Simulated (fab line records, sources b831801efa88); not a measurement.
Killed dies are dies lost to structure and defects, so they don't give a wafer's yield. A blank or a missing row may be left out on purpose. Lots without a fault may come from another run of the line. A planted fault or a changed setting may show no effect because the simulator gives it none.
Chamber matching | flow gf180mcu | GF_V4_CVD_02 on pecvd-02: 3 sister chambers
The step deposits SiO2 from TEOS, target thk 850 nm, time 94.851 s. 6 wafers are shown with their chamber, then 7 later ones without.

WAFERS WITH THEIR CHAMBER
wafer  | chamber | heater_power_w (W) | heater_power_outer_w (W)
L088.3 | 2       | 747                | 462
L089.3 | 2       | 795                | 498
L089.4 | 1       | 568                | 340
L089.6 | 0       | 603                | 332
L092.2 | 0       | 716                | 429
L092.3 | 1       | 588                | 362

WAFERS WITHOUT THEIR CHAMBER
wafer  | heater_power_w (W) | heater_power_outer_w (W)
L092.5 | 778                | 459
L094.1 | 567                | 340
L094.3 | 663                | 401
L094.5 | 596                | 369
L095.1 | 553                | 335
L095.4 | 596                | 354
L095.5 | 734                | 430

WHICH CHAMBER EACH WENT THROUGH
wafer  | from the rows above     | in truth
L092.5 | 2                       | 2
L094.1 | can't be placed: 1 or 0 | 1
L094.3 | can't be placed: 0 or 1 | 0
L094.5 | can't be placed: 1 or 0 | 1
L095.1 | can't be placed: 1 or 0 | 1
L095.4 | can't be placed: 1 or 0 | 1
L095.5 | can't be placed: 2 or 0 | 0
Placed correctly: 1 of 7. Can't be placed from these rows: 6 (the true chamber is among the candidates in 6). Placed wrongly: 0.
How it was worked out, from the rows above alone: a wafer's distance from a chamber is the root of the sum, over the readings, of the square of ((its reading less the chamber's mean) divided by the reading's scatter). The wafer belongs to the nearest chamber; if the next one is less than 2 further off, it can't be placed. A chamber's mean is the mean of its shown wafers. The scatter: the root of (the sum of the squares of (reading less its chamber's mean) over the shown wafers, divided by (wafers less chambers)).
